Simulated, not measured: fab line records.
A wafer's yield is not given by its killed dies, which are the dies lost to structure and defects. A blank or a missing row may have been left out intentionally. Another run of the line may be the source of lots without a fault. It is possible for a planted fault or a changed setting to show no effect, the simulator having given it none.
8D (eight disciplines) problem report, filled in by code -- flow gf180mcu -- the parts of the form that need people (team, actions taken, sign-off) are left out

1. WHAT WENT WRONG
Mean PASSIVATION_CVD_00_THK at GF_PASSIVATION_THK_MEAS_01: 790 nm over 6 wafers in 2 lots; fault-free wafers: 1000 nm, standard deviation 14. Relative to the usual mean, that is a shift of -15 standard deviations.
First seen on wafer L958.1, day 29 22:33, on filmMetro-01. At this step, 18 wafers from 6 lots have a number in the record. By rule, "out" or "out of limits" means more than 4 standard deviations away from the usual mean. Any other wafer with a number is counted as sound.

2. WHAT THIS IS AND IS NOT
question,is,is not
which readings at this step,PASSIVATION_CVD_00_THK,-
which lots,"L958, L959","L955, L956, L965, L968"
which wafers of those lots,all that have a number,-
read on which gauges,"filmMetro-01, filmMetro-02",filmMetro-04
when,from day 29 22:33,"up to then (6 sound wafers); but 6 sound wafers of L965, L968 came after"

3. THE SUSPECTS, EACH WITH WHAT RULES IT OUT
Counting: a tool at a process step up to the reading stays a suspect if it ran every lot that is out and no sound lot after the first of them.
- ruled out: the gauge at GF_PASSIVATION_THK_MEAS_01. 2 gauges (filmMetro-01, filmMetro-02) read the wafers that are out.
- plasmaAsher-04 at GF_TOP_METAL_STRIP_17 (strips in O2/N2): ruled out as a lasting fault. Sound lots L965 ran on it after its first lot that is out, L958 (day 29 21:52).
- pecvd-04 at GF_PASSIVATION_CVD_00 (deposits SiO2 from TEOS, target thk 1000 nm, time 111.95 s): kept. Every lot that is out went through it, starting with L958 (day 29 22:28), and after that it ran no sound lot; the last sound lot it ran before then is L955 (day 28 21:55).
After counting, what remains is pecvd-04 at GF_PASSIVATION_CVD_00.

4. THE CAUSE (what the simulator had put in)
Site profile drift: pecvd-04, from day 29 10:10 on, at GF_PASSIVATION_CVD_00. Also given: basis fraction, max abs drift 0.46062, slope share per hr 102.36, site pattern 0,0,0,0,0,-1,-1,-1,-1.
The count eliminated every tool but this one.

5. SEQUENCE OF EFFECTS, ordered by route
Each row: a reading where the mean over the struck wafers with a number is more than 3 standard deviations away from the usual. Scope: only readings with a usual standard deviation given in the record; hours: median across lots of the time from each lot's start at the first step in this table that gives one to its start at this step; sigmas: change in usual standard deviations.
hours,step,reading,usual,on struck wafers,change,sigmas
0,GF_PASSIVATION_THK_MEAS_01,PASSIVATION_CVD_00_THK,1000 nm,790,-210,-15
19,GF_PASSIVATION_ETCH_11,oesProductAu,0.961 a.u.,0.893,-0.068,-8.7
Here are the process steps it includes:
- GF_PASSIVATION_ETCH_11: etches the open film in CF4/O2, stops on TiN, target depth 1800 nm, time 408.5 s.
Later steps that measure or inspect, where all struck wafers having a row at the step show a number for every such reading and not one has moved that far: GF_PASSIVATION_THK_MEAS_03.

6. HOW IT WOULD HAVE BEEN CAUGHT EARLIER
In this record the first reading out of limits at a measuring or inspecting step was taken at day 29 22:33, 12 hours after the fault began at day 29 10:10.
Of the tool readings at GF_PASSIVATION_CVD_00 for which the record gives a usual standard deviation, none was out on any struck wafer, so an alarm limit of 4 standard deviations on them would not have fired.
L959, from the lots that are out (2), started GF_PASSIVATION_CVD_00 on pecvd-04 later than day 29 22:33. It would have been spared by a hold on the tool at that moment.
